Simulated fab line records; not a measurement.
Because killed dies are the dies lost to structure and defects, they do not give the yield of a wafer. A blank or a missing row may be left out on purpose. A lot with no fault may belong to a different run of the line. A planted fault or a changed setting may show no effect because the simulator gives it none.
Lot-split experiment || flow sky130 || on a route of 708 steps: 5 lots, 23 wafers read

## ON THE SPLIT
At SKY_GATE_OXIDE_COAT_05 (resist thk 1140 nm), the setting spin_rpm was moved away from the recipe's 3000 rpm on 7 of the 23 wafers read, by -6.7% to +3.6%. All remaining wafers had this setting at the recipe value.

The reading comes from the split's own step.

## THE READING
NOVOLAK_of_GATE_OXIDE_COAT_05.thk_nm (the simulator's own value, which no gauge read), in nm, at SKY_GATE_OXIDE_COAT_05 (resist thk 1140 nm). There is no usual value for it anywhere in the file. Here, 16 wafers ran the recipe; their average is 1141 nm with a standard deviation of 1.8 nm.

{"wafer": "L074.1", "tool, chamber at the split": "litho_track-03, 0", "spin_rpm as run, rpm": 3000, "against the recipe": "recipe", "NOVOLAK_of_GATE_OXIDE_COAT_05.thk_nm, nm": 1142, "against lot-mates on the recipe": "-"}
{"wafer": "L074.2", "tool, chamber at the split": "litho_track-03, 0", "spin_rpm as run, rpm": 3000, "against the recipe": "recipe", "NOVOLAK_of_GATE_OXIDE_COAT_05.thk_nm, nm": 1141, "against lot-mates on the recipe": "-"}
{"wafer": "L074.5", "tool, chamber at the split": "litho_track-03, 0", "spin_rpm as run, rpm": 3000, "against the recipe": "recipe", "NOVOLAK_of_GATE_OXIDE_COAT_05.thk_nm, nm": 1139, "against lot-mates on the recipe": "-"}
{"wafer": "L077.2", "tool, chamber at the split": "litho_track-02, 0", "spin_rpm as run, rpm": 3000, "against the recipe": "recipe", "NOVOLAK_of_GATE_OXIDE_COAT_05.thk_nm, nm": 1142, "against lot-mates on the recipe": "-"}
{"wafer": "L077.3", "tool, chamber at the split": "litho_track-02, 0", "spin_rpm as run, rpm": 3108, "against the recipe": "+3.6%", "NOVOLAK_of_GATE_OXIDE_COAT_05.thk_nm, nm": 1121, "against lot-mates on the recipe": -21}
{"wafer": "L077.4", "tool, chamber at the split": "litho_track-02, 0", "spin_rpm as run, rpm": 3000, "against the recipe": "recipe", "NOVOLAK_of_GATE_OXIDE_COAT_05.thk_nm, nm": 1141, "against lot-mates on the recipe": "-"}
{"wafer": "L077.5", "tool, chamber at the split": "litho_track-02, 0", "spin_rpm as run, rpm": 3108, "against the recipe": "+3.6%", "NOVOLAK_of_GATE_OXIDE_COAT_05.thk_nm, nm": 1120, "against lot-mates on the recipe": -22}
{"wafer": "L077.6", "tool, chamber at the split": "litho_track-02, 0", "spin_rpm as run, rpm": 3000, "against the recipe": "recipe", "NOVOLAK_of_GATE_OXIDE_COAT_05.thk_nm, nm": 1144, "against lot-mates on the recipe": "-"}
{"wafer": "L078.1", "tool, chamber at the split": "litho_track-03, 0", "spin_rpm as run, rpm": 2800, "against the recipe": "-6.7%", "NOVOLAK_of_GATE_OXIDE_COAT_05.thk_nm, nm": 1176, "against lot-mates on the recipe": "+36"}
{"wafer": "L078.3", "tool, chamber at the split": "litho_track-03, 0", "spin_rpm as run, rpm": 3000, "against the recipe": "recipe", "NOVOLAK_of_GATE_OXIDE_COAT_05.thk_nm, nm": 1142, "against lot-mates on the recipe": "-"}
{"wafer": "L078.4", "tool, chamber at the split": "litho_track-03, 0", "spin_rpm as run, rpm": 3000, "against the recipe": "recipe", "NOVOLAK_of_GATE_OXIDE_COAT_05.thk_nm, nm": 1139, "against lot-mates on the recipe": "-"}
{"wafer": "L078.5", "tool, chamber at the split": "litho_track-03, 0", "spin_rpm as run, rpm": 3000, "against the recipe": "recipe", "NOVOLAK_of_GATE_OXIDE_COAT_05.thk_nm, nm": 1140, "against lot-mates on the recipe": "-"}
{"wafer": "L078.6", "tool, chamber at the split": "litho_track-03, 0", "spin_rpm as run, rpm": 2800, "against the recipe": "-6.7%", "NOVOLAK_of_GATE_OXIDE_COAT_05.thk_nm, nm": 1180, "against lot-mates on the recipe": "+40"}
{"wafer": "L080.1", "tool, chamber at the split": "litho_track-03, 0", "spin_rpm as run, rpm": 3000, "against the recipe": "recipe", "NOVOLAK_of_GATE_OXIDE_COAT_05.thk_nm, nm": 1139, "against lot-mates on the recipe": "-"}
{"wafer": "L080.2", "tool, chamber at the split": "litho_track-03, 0", "spin_rpm as run, rpm": 3000, "against the recipe": "recipe", "NOVOLAK_of_GATE_OXIDE_COAT_05.thk_nm, nm": 1140, "against lot-mates on the recipe": "-"}
{"wafer": "L080.3", "tool, chamber at the split": "litho_track-03, 0", "spin_rpm as run, rpm": 3000, "against the recipe": "recipe", "NOVOLAK_of_GATE_OXIDE_COAT_05.thk_nm, nm": 1138, "against lot-mates on the recipe": "-"}
{"wafer": "L080.5", "tool, chamber at the split": "litho_track-03, 0", "spin_rpm as run, rpm": 3000, "against the recipe": "recipe", "NOVOLAK_of_GATE_OXIDE_COAT_05.thk_nm, nm": 1138, "against lot-mates on the recipe": "-"}
{"wafer": "L080.6", "tool, chamber at the split": "litho_track-03, 0", "spin_rpm as run, rpm": 3000, "against the recipe": "recipe", "NOVOLAK_of_GATE_OXIDE_COAT_05.thk_nm, nm": 1144, "against lot-mates on the recipe": "-"}
{"wafer": "L084.1", "tool, chamber at the split": "litho_track-03, 0", "spin_rpm as run, rpm": 2935, "against the recipe": "-2.2%", "NOVOLAK_of_GATE_OXIDE_COAT_05.thk_nm, nm": 1151, "against lot-mates on the recipe": "+11"}
{"wafer": "L084.2", "tool, chamber at the split": "litho_track-03, 0", "spin_rpm as run, rpm": 3000, "against the recipe": "recipe", "NOVOLAK_of_GATE_OXIDE_COAT_05.thk_nm, nm": 1139, "against lot-mates on the recipe": "-"}
{"wafer": "L084.3", "tool, chamber at the split": "litho_track-03, 0", "spin_rpm as run, rpm": 3000, "against the recipe": "recipe", "NOVOLAK_of_GATE_OXIDE_COAT_05.thk_nm, nm": 1141, "against lot-mates on the recipe": "-"}
{"wafer": "L084.4", "tool, chamber at the split": "litho_track-03, 0", "spin_rpm as run, rpm": 2935, "against the recipe": "-2.2%", "NOVOLAK_of_GATE_OXIDE_COAT_05.thk_nm, nm": 1150, "against lot-mates on the recipe": "+10"}
{"wafer": "L084.6", "tool, chamber at the split": "litho_track-03, 0", "spin_rpm as run, rpm": 2935, "against the recipe": "-2.2%", "NOVOLAK_of_GATE_OXIDE_COAT_05.thk_nm, nm": 1149, "against lot-mates on the recipe": "+9"}

THE FIT
A straight line over all 23 wafers: NOVOLAK_of_GATE_OXIDE_COAT_05.thk_nm changes by -5.5 nm for each +1% of spin_rpm; r = -0.99; the points scatter about the line by 2 nm.
The same after taking each lot's own level away (the mean of its wafers on the recipe; 23 wafers): -5.66 nm for each +1%; r = -0.99; scatter 1.8 nm.
According to that fit, moving spin_rpm by its largest amount changes the reading by 38 nm.
The lots' own levels span 1139.8 to 1142.3 nm, that is 1.4 times the standard deviation above.
Consequently the slope shifts little with the lot-to-lot level, the two slopes agreeing.
Check: for one of the wafers moved furthest among these (-6.7%), held out of the fit, the line's prediction against its lot-mates is +38.2 nm. It came out at +35.7 nm against them.

## ADDITIONAL SPLITS CARRIED BY THESE WAFERS
These wafers also went through other splits before the reading. Each is held against what the fit with the lots' levels taken away leaves over:
{"other split on the same wafers": "SKY_FIELD_ISO_OXIDATION_01 temp_c", "wafers away from the commonest value": 18, "r with NOVOLAK_of_GATE_OXIDE_COAT_05.thk_nm (lot level and that fit taken away)": "+0.13"}
{"other split on the same wafers": "SKY_DNWELL_COAT_02 resist_thk_nm", "wafers away from the commonest value": 7, "r with NOVOLAK_of_GATE_OXIDE_COAT_05.thk_nm (lot level and that fit taken away)": "+0.05"}
{"other split on the same wafers": "SKY_NWELL_IMPLANT_11 dose_cm2", "wafers away from the commonest value": 5, "r with NOVOLAK_of_GATE_OXIDE_COAT_05.thk_nm (lot level and that fit taken away)": "+0.03"}
{"other split on the same wafers": "SKY_NWELL_IMPLANT_24 dose_cm2", "wafers away from the commonest value": 11, "r with NOVOLAK_of_GATE_OXIDE_COAT_05.thk_nm (lot level and that fit taken away)": -0.09}
{"other split on the same wafers": "SKY_VT_ADJUST_HVTR_EXPOSE_04 dose_mj", "wafers away from the commonest value": 5, "r with NOVOLAK_of_GATE_OXIDE_COAT_05.thk_nm (lot level and that fit taken away)": -0.02}
{"other split on the same wafers": "SKY_SONOS_TUNNEL_DEVELOP_06 develop_time_s", "wafers away from the commonest value": 4, "r with NOVOLAK_of_GATE_OXIDE_COAT_05.thk_nm (lot level and that fit taken away)": -0.09}

## THE WHOLE CHAIN: every reading that the file lists as answering this split, in the file's order
{"step": "SKY_GATE_OXIDE_COAT_05", "what it does": "resist thk 1140 nm", "reading": "NOVOLAK_of_GATE_OXIDE_COAT_05.thk_nm (the simulator's own value, which no gauge read)", "change (the file's fit)": "-5.71 nm for each +1% of the setting", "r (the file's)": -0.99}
{"step": "SKY_GATE_OXIDE_STRIP_13", "what it does": "strips in O2/N2", "reading": "strip_time_to_endpoint_s", "change (the file's fit)": "withheld for each +1% of the setting", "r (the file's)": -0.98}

## FILE'S OWN FIT
NOVOLAK_of_GATE_OXIDE_COAT_05.thk_nm changes by -5.71 nm for each +1% of spin_rpm, r = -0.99.
